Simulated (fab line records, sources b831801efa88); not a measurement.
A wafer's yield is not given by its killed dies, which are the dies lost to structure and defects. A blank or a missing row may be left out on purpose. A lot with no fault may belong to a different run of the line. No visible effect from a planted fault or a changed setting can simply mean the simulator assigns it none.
fab line records    flow sky130
[record] lots = 6  wafers = 18  last_day = 50
route steps=708 shown VT_ADJUST_PCH@152 SONOS_TUNNEL@154 PAD_OPEN@708
lots with no fault: from the same line, run without faults
start_h: hours from the record's first day to the start of the lot's first wafer shown    wait_h: how many hours have passed since the lot's step before this one    " unchanged from the row above    L1.1+2: one row covering several wafers at once    - value missing, or start not given    * or withheld: withheld    < > ~ a bound
route shown NAME@n: a module of which the file shows steps, and the number in the route of the first    usual: average and standard deviation across the fault-free wafers    same: alike in all rows    chamber/n: place in a boat    sites: per-site readings    _std_site: how widely they spread, as a standard deviation    _edge_site: inner sites' mean taken away from outer sites' mean    radius_mm: for every site, how far away it sits from the centre of the wafer    mask NAME#n: copy n    behind: tool/chamber where the wafer was last shaped    hold: reason for holding the lot/hours on hold/outcome of the hold    device: transistor that didn't switch, given as n, p or np    end of line: tests run on the same wafers once the route is complete    where a step has no rows: the recipe by itself    killed: the dies lost at the first sort to structure and to defects; this is not the yield of the wafer    map: a wafer's dies, marking killed ones x, the rest . and places with no die _
set.NAME: the setting that was run; set.NAME@STEP: the one run at that earlier step    model.NAME: the simulator's own value behind a step, which no gauge read
lots seen at some steps along the route; tables by step, rows by wafer
services: when a tool's chamber went out of use (start_h, in hours from the record's first day, below 0 if earlier), for how many hours, and the reason
[[steps]]
[step SKY_VT_ADJUST_PCH_STRIP_09]
[recipe] chemistry = O2/N2  power_w = 1400  pressure_mtorr = 1500  platen_temp_c = withheld  o2_flow_sccm = 3000  n2_flow_sccm = 300  overash_fraction = 0.5
[usual] drypump_motor_current_A = 5.7/0.37  o2_flow_sccm = 3000/9  oes_product_au = 0.722/0.0052  strip_time_to_endpoint_s = 36.93/0.11
lot.wafer  tool             chamber  start_h  wait_h  drypump_motor_current_A  o2_flow_sccm  oes_product_au  rf_hours_counter_h  strip_time_to_endpoint_s
L494.1     plasma_asher-04  1        237.38   0.1     5.8                      3006          0.732           11                  36.99
L494.4     "                0        "        "       5.7                      3013          0.723           -                   36.90
L494.6     "                1        "        "       5.8                      3008          0.728           -                   37.02
L498.1     plasma_asher-04  0        263.73   0.1     5.8                      3004          0.716           13                  36.80
L498.4     "                0        "        "       5.8                      3001          0.724           -                   36.79
L498.6     "                0        "        "       5.7                      3009          0.711           -                   36.78
L499.2     plasma_asher-03  1        269.03   0.1     5.2                      2999          0.721           43                  37.06
L499.3     "                1        "        "       5.2                      2988          0.714           -                   36.95
L499.6     "                1        "        "       5.2                      2979          0.731           -                   36.94
L509.3     plasma_asher-03  0        340.87   0.1     5.3                      2995          0.720           -                   37.03
L509.4     "                1        "        "       5.2                      3009          0.722           -                   37.00
L509.6     "                0        "        "       5.3                      2996          0.728           -                   37.04
L512.4     plasma_asher-04  1        365.55   0.1     5.8                      3017          0.722           -                   37.03
L512.5     "                1        "        "       5.8                      3005          0.725           -                   36.99
L512.6     "                0        "        "       5.7                      2998          0.721           -                   37.00
L516.2     plasma_asher-04  1        395.02   0.1     5.8                      3004          0.726           27                  37.07
L516.3     "                1        "        "       5.8                      2999          0.724           -                   36.92
L516.4     "                0        "        "       5.7                      2986          0.718           -                   36.93
[step SKY_VT_ADJUST_PCH_TW_MEAS_10]
[usual] VT_ADJUST_PCH_TW = 143.2/0.64
lot.wafer  tool           chamber  start_h  wait_h  VT_ADJUST_PCH_TW
L494.1     film_metro-02  -        237.48   0.1     144.0
L494.4     "              -        "        "       144.0
L494.6     "              -        "        "       143.8
L498.1     film_metro-02  -        263.83   0.1     142.4
L498.4     "              -        "        "       143.5
L498.6     "              -        "        "       143.8
L499.2     film_metro-01  -        269.14   0.1     143.7
L499.3     "              -        "        "       143.8
L499.6     "              -        "        "       143.7
L509.3     film_metro-04  -        340.95   0.1     143.6
L509.4     "              -        "        "       144.0
L509.6     "              -        "        "       143.5
L512.4     film_metro-04  -        365.65   0.1     143.5
L512.5     "              -        "        "       142.3
L512.6     "              -        "        "       142.9
L516.2     film_metro-02  -        395.13   0.1     143.1
L516.3     "              -        "        "       143.3
L516.4     "              -        "        "       143.0
[step SKY_SONOS_TUNNEL_DEHYDRATE_00]
[recipe] temp_c = 200  time_s = 60
[step SKY_SONOS_TUNNEL_HMDS_01]
[recipe] prime_time_s = 60  prime_temp_c = 120
[step SKY_SONOS_TUNNEL_COAT_02]
[recipe] resist = NOVOLAK  spin_rpm = 3000  resist_thk_nm = 1140
[step SKY_SONOS_TUNNEL_SOFTBAKE_03]
[recipe] temp_c = 90  time_s = 60  resist = NOVOLAK
[step SKY_SONOS_TUNNEL_EXPOSE_04]
[recipe] mask_id = TUNM  na = 0.6  source_shape = conventional  sigma_outer = 0.6  polarization = unpolarized  target_cd_nm = 410  dose_mj = 136
[step SKY_SONOS_TUNNEL_PEB_05]
[recipe] temp_c = withheld  time_s = *  resist = NOVOLAK
[step SKY_SONOS_TUNNEL_DEVELOP_06]
[recipe] resist = NOVOLAK  developer = TMAH  develop_time_s = 60  dev_temp_c = 23
[step SKY_SONOS_TUNNEL_CD_MEAS_07]
[recipe] target_cd_nm = 410
[usual] cd_nm = 409.7/1.8
lot.wafer  tool       chamber  start_h  wait_h  cd_nm
L494.1     cd_sem-01  -        260.78   0.1     406.4
L494.4     "          -        "        "       408.8
L494.6     "          -        "        "       408.6
L498.1     cd_sem-02  -        287.75   0.1     408.9
L498.4     "          -        "        "       408.2
L498.6     "          -        "        "       410.7
L499.2     cd_sem-02  -        293.16   0.1     408.8
L499.3     "          -        "        "       408.2
L499.6     "          -        "        "       408.8
L509.3     cd_sem-01  -        368.69   0.1     409.3
L509.4     "          -        "        "       412.0
L509.6     "          -        "        "       410.7
L512.4     cd_sem-01  -        394.24   0.1     408.5
L512.5     "          -        "        "       409.2
L512.6     "          -        "        "       408.4
L516.2     cd_sem-02  -        425.85   0.1     408.1
L516.3     "          -        "        "       410.7
L516.4     "          -        "        "       409.2
[step SKY_SONOS_TUNNEL_OVL_MEAS_08]
[usual] SONOS_TUNNEL_OVL = 0.5/1.2
lot.wafer  tool        chamber  start_h  wait_h  SONOS_TUNNEL_OVL[nm]
L494.1     overlay-02  -        260.90   0.1     -0.3
L494.4     "           -        "        "       0.5
L494.6     "           -        "        "       -0.2
L498.1     overlay-01  -        287.87   0.1     -1.3
L498.4     "           -        "        "       -0.5
L498.6     "           -        "        "       -0.3
L499.2     overlay-02  -        293.27   0.1     3.0
L499.3     "           -        "        "       3.5
L499.6     "           -        "        "       1.6
L509.3     overlay-01  -        368.78   0.1     3.0
L509.4     "           -        "        "       1.6
L509.6     "           -        "        "       2.0
L512.4     overlay-01  -        394.32   0.1     1.7
L512.5     "           -        "        "       2.0
L512.6     "           -        "        "       1.1
L516.2     overlay-02  -        425.96   0.1     -0.2
L516.3     "           -        "        "       -0.6
L516.4     "           -        "        "       -1.0
[step SKY_SONOS_TUNNEL_IMPLANT_09]
[recipe] species = B  energy_kev = 20  dose_cm2 = 1e+12  tilt_deg = withheld
[step SKY_SONOS_TUNNEL_WET_ETCH_10]
[recipe] chemistry = dHF  target_depth_nm = 14  target = SiO2  dilution = 100:1  temp_c = 25  time_s = 280
[usual] bath_heat_duty_pct = 6.5/0.63  run_length_s = 308/3.4
lot.wafer  tool          chamber  start_h  wait_h  bath_heat_duty_pct  run_length_s
L494.1     wet_bench-02  3        261.09   0.1     6.8                 306
L494.4     "             3        "        "       5.0                 306
L494.6     "             3        "        "       7.4                 306
L498.1     wet_bench-03  3        288.05   0.1     -                   -
L498.4     "             3        "        "       -                   -
L498.6     "             3        "        "       -                   -
L499.2     wet_bench-02  2        293.45   0.1     -                   -
L499.3     "             2        "        "       -                   -
L499.6     "             2        "        "       -                   -
L509.3     wet_bench-01  0        368.95   0.1     7.6                 308
L509.4     "             0        "        "       7.2                 308
L509.6     "             0        "        "       5.9                 308
L512.4     wet_bench-01  0        394.49   0.1     7.8                 315
L512.5     "             0        "        "       7.1                 315
L512.6     "             0        "        "       7.7                 315
L516.2     wet_bench-02  2        426.14   0.1     6.0                 307
L516.3     "             2        "        "       6.3                 307
L516.4     "             2        "        "       6.1                 307
[step SKY_SONOS_TUNNEL_STRIP_11]
[recipe] chemistry = SPM  time_s = 600  temp_c = 130
[step SKY_PAD_OPEN_PROBE_99]
[usual] killed_at_M0_to_M3 = 43/8  killed_at_M4_up = 2.9/1.6  killed_at_contacts = 26/5.2  killed_at_front_end = 15/4.3  killed_at_other = 0.3/0.56  killed_dies = 87/10  killed_on_rim = 17/3.7  killed_open = 48/6.9  killed_short = 40/6.5
[same] gross_dies = 492  killed_at_back_side = 0
lot.wafer  tool       chamber  start_h  wait_h  killed_at_M0_to_M3  killed_at_M4_up  killed_at_contacts  killed_at_front_end  killed_at_other  killed_dies  killed_on_rim  killed_open  killed_short
L494.1     prober-01  -        1084.02  0.1     38                  1                22                  13                   1                75           19             39           36
L494.4     prober-01  -        1084.17  0.2     39                  1                33                  19                   0                92           17             49           43
L494.6     prober-01  -        1084.27  0.2     43                  3                25                  17                   0                88           23             50           38
L498.1     prober-01  -        1106.21  0.1     41                  2                23                  426                  0                492          96             40           45
L498.4     prober-01  -        1106.36  0.2     67                  2                24                  399                  0                492          96             64           47
L498.6     prober-01  -        1106.46  0.2     33                  1                23                  435                  0                492          96             38           28
L499.2     prober-01  -        1111.51  0.1     46                  4                27                  415                  0                492          96             47           51
L499.3     prober-01  -        1111.56  0.2     51                  3                24                  414                  0                492          96             43           42
L499.6     prober-01  -        1111.71  0.2     46                  4                28                  414                  0                492          96             46           44
L509.3     prober-01  -        1164.85  0.2     49                  2                22                  22                   0                95           18             47           48
L509.4     prober-01  -        1164.90  0.2     44                  2                22                  15                   0                83           15             51           32
L509.6     prober-01  -        1165.00  0.2     40                  5                30                  9                    0                84           20             45           39
L512.4     prober-02  -        1178.30  0.2     43                  3                37                  14                   0                97           23             55           42
L512.5     prober-02  -        1178.35  0.2     33                  2                27                  20                   0                82           18             42           40
L512.6     prober-02  -        1178.40  0.2     32                  1                23                  19                   0                75           19             42           33
// killed by level:class
L494.1 METAL1:geometric_particle:short=8 CONTACT:geometric_particle:open=8 VIA1:geometric_particle:open=8 LI_CONTACT:geometric_particle:open=7 METAL2:geometric_particle:short=6 VIA2:geometric_particle:open=5 VIA3:geometric_particle:open=5 POLY_GATE:geometric_particle:short=4
L494.4 CONTACT:geometric_particle:open=11 VIA1:geometric_particle:open=9 VIA3:geometric_particle:open=8 LI_CONTACT:geometric_particle:open=7 CONTACT:geometric_particle:short=6 METAL1:geometric_particle:short=6 FIELD_ISO:geometric_particle:short=5 FIELD_ISO:geometric_particle:open=5
L494.6 CONTACT:geometric_particle:open=9 VIA3:geometric_particle:open=9 LI_CONTACT:geometric_particle:open=7 VIA1:geometric_particle:open=7 METAL2:geometric_particle:short=7 FIELD_ISO:geometric_particle:short=5 METAL1:geometric_particle:short=5 CONTACT:geometric_particle:short=5
L498.1 SONOS_TUNNEL:area_etch=407 CONTACT:geometric_particle:open=11 FIELD_ISO:geometric_particle:short=8 VIA2:geometric_particle:open=7 VIA2:geometric_particle:short=6 VIA3:geometric_particle:short=5 VIA1:geometric_particle:open=5 CONTACT:geometric_particle:short=4
L498.4 SONOS_TUNNEL:area_etch=381 VIA1:geometric_particle:open=16 VIA2:geometric_particle:open=11 CONTACT:geometric_particle:open=8 METAL1:geometric_particle:short=7 LOCAL_INTERCONNECT:geometric_particle:short=6 METAL2:geometric_particle:short=6 LI_CONTACT:geometric_particle:open=5
L498.6 SONOS_TUNNEL:area_etch=426 VIA1:geometric_particle:open=9 CONTACT:geometric_particle:open=8 LI_CONTACT:geometric_particle:open=7 METAL1:geometric_particle:short=6 LOCAL_INTERCONNECT:geometric_particle:short=4 METAL2:geometric_particle:short=4 VIA3:geometric_particle:open=4
L499.2 SONOS_TUNNEL:area_etch=394 CONTACT:geometric_particle:open=11 FIELD_ISO:geometric_particle:short=9 CONTACT:geometric_particle:short=7 METAL1:geometric_particle:short=7 VIA2:geometric_particle:open=7 POLY_GATE:geometric_particle:open=5 VIA1:geometric_particle:open=5
L499.3 SONOS_TUNNEL:area_etch=407 CONTACT:geometric_particle:open=11 METAL1:geometric_particle:short=7 VIA1:geometric_particle:short=7 VIA3:geometric_particle:open=7 VIA1:geometric_particle:open=6 LI_CONTACT:geometric_particle:open=5 METAL2:geometric_particle:short=5
L499.6 SONOS_TUNNEL:area_etch=402 CONTACT:geometric_particle:open=12 VIA2:geometric_particle:open=8 LI_CONTACT:geometric_particle:open=7 VIA1:geometric_particle:open=6 METAL1:geometric_particle:short=6 VIA3:geometric_particle:short=6 METAL2:geometric_particle:short=5
L509.3 VIA1:geometric_particle:open=12 METAL1:geometric_particle:short=10 CONTACT:geometric_particle:open=8 VIA1:geometric_particle:short=7 VIA2:geometric_particle:open=7 POLY_GATE:geometric_particle:short=6 LI_CONTACT:geometric_particle:open=6 FIELD_ISO:geometric_particle:short=5
L509.4 VIA1:geometric_particle:open=12 CONTACT:geometric_particle:open=12 VIA2:geometric_particle:open=7 FIELD_ISO:geometric_particle:open=6 VIA1:geometric_particle:short=6 LI_CONTACT:geometric_particle:open=5 METAL2:geometric_particle:short=5 VIA3:geometric_particle:open=4
L509.6 CONTACT:geometric_particle:open=15 VIA1:geometric_particle:open=8 LI_CONTACT:geometric_particle:open=7 VIA1:geometric_particle:short=7 VIA2:geometric_particle:open=6 METAL2:geometric_particle:short=5 METAL1:geometric_particle:short=4 CONTACT:geometric_particle:short=4
L512.4 CONTACT:geometric_particle:open=20 VIA1:geometric_particle:short=8 LI_CONTACT:geometric_particle:open=7 VIA1:geometric_particle:open=7 METAL2:geometric_particle:short=7 VIA3:geometric_particle:open=6 METAL1:geometric_particle:short=5 LOCAL_INTERCONNECT:geometric_particle:short=4
L512.5 CONTACT:geometric_particle:open=11 POLY_GATE:geometric_particle:short=7 METAL2:geometric_particle:short=7 POLY_GATE:geometric_particle:open=6 LOCAL_INTERCONNECT:geometric_particle:short=5 LI_CONTACT:geometric_particle:open=5 METAL1:geometric_particle:short=4 VIA1:geometric_particle:open=4
L512.6 CONTACT:geometric_particle:open=10 VIA1:geometric_particle:open=7 VIA2:geometric_particle:open=6 LI_CONTACT:geometric_particle:open=6 METAL2:geometric_particle:short=5 POLY_GATE:geometric_particle:short=4 FIELD_ISO:geometric_particle:short=3 CONTACT:geometric_particle:short=3
// map L498.1 (x killed, . not)
__________xxxxxxxxxx_________
________xxxxxxxxxxxxxx_______
______xxxxxxxxxxxxxxxxxx_____
_____xxxxxxxxxxxxxxxxxxxx____
____xxxxxxxxxxxxxxxxxxxxxx___
___xxxxxxxxxxxxxxxxxxxxxxxx__
__xxxxxxxxxxxxxxxxxxxxxxxxxx_
_xxxxxxxxxxxxxxxxxxxxxxxxxxxx
_xxxxxxxxxxxxxxxxxxxxxxxxxxxx
_xxxxxxxxxxxxxxxxxxxxxxxxxxxx
_xxxxxxxxxxxxxxxxxxxxxxxxxxxx
_xxxxxxxxxxxxxxxxxxxxxxxxxxxx
_xxxxxxxxxxxxxxxxxxxxxxxxxxxx
_xxxxxxxxxxxxxxxxxxxxxxxxxxxx
_xxxxxxxxxxxxxxxxxxxxxxxxxxxx
__xxxxxxxxxxxxxxxxxxxxxxxxxx_
___xxxxxxxxxxxxxxxxxxxxxxxx__
____xxxxxxxxxxxxxxxxxxxxxx___
_____xxxxxxxxxxxxxxxxxxxx____
______xxxxxxxxxxxxxxxxxx_____
________xxxxxxxxxxxxxx_______
__________xxxxxxxxxx_________
// map L499.2 (x killed, . not)
__________xxxxxxxxxx_________
________xxxxxxxxxxxxxx_______
______xxxxxxxxxxxxxxxxxx_____
_____xxxxxxxxxxxxxxxxxxxx____
____xxxxxxxxxxxxxxxxxxxxxx___
___xxxxxxxxxxxxxxxxxxxxxxxx__
__xxxxxxxxxxxxxxxxxxxxxxxxxx_
_xxxxxxxxxxxxxxxxxxxxxxxxxxxx
_xxxxxxxxxxxxxxxxxxxxxxxxxxxx
_xxxxxxxxxxxxxxxxxxxxxxxxxxxx
_xxxxxxxxxxxxxxxxxxxxxxxxxxxx
_xxxxxxxxxxxxxxxxxxxxxxxxxxxx
_xxxxxxxxxxxxxxxxxxxxxxxxxxxx
_xxxxxxxxxxxxxxxxxxxxxxxxxxxx
_xxxxxxxxxxxxxxxxxxxxxxxxxxxx
__xxxxxxxxxxxxxxxxxxxxxxxxxx_
___xxxxxxxxxxxxxxxxxxxxxxxx__
____xxxxxxxxxxxxxxxxxxxxxx___
_____xxxxxxxxxxxxxxxxxxxx____
______xxxxxxxxxxxxxxxxxx_____
________xxxxxxxxxxxxxx_______
__________xxxxxxxxxx_________
[[services]]
tool             chamber  start_h  hours  kind
wet_bench-03     -        234.97   2.0    repair
wet_bench-03     -        280.73   0.6    repair
wet_bench-01     -        296.41   4.1    repair
wet_bench-01     -        338.92   1.9    pm
plasma_asher-03  -        353.51   3.6    repair
plasma_asher-03  -        361.39   14.6   pm
wet_bench-03     -        382.21   1.9    pm
wet_bench-02     -        400.31   1.1    repair
[[key]]
[first_sign] step = SKY_SONOS_TUNNEL_WET_ETCH_10  reading = tool_record  direction = missing
[effect] step = SKY_PAD_OPEN_PROBE_99  reading = killed_at_front_end  direction = up  sigmas = 94  usual = 15  struck = 417
[more_kills_born_at] SKY_SONOS_TUNNEL_WET_ETCH_10@wet_bench-03 = 1214  SKY_SONOS_TUNNEL_WET_ETCH_10@wet_bench-02 = 1203
met_at SKY_SONOS_TUNNEL_WET_ETCH_10
struck_wafers L498.1,L498.4,L498.6,L499.2,L499.3,L499.6
later_rows_left_out L498.1,L498.4,L498.6,L499.2,L499.3,L499.6
tester_left_out L498,L499
onset_between 261.09 288.05
[fault] kind = skipped_step_whole  tool = wet_bench-02,wet_bench-03  chamber = -  onset_h = 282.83  steps = SKY_SONOS_TUNNEL_WET_ETCH_10  scope = struck_lots_only
// tester_left_out: of these lots the tester's yield and bins aren't shown, on N5 and GAA mostly nor the transistor test; their killed dies are dies lost to structure and defects alone, not to doping, threshold or leakage, so they don't give the yield
// later_rows_left_out: the simulator's readings of these wafers behind a module that went badly wrong aren't trusted and aren't shown, but for the sort
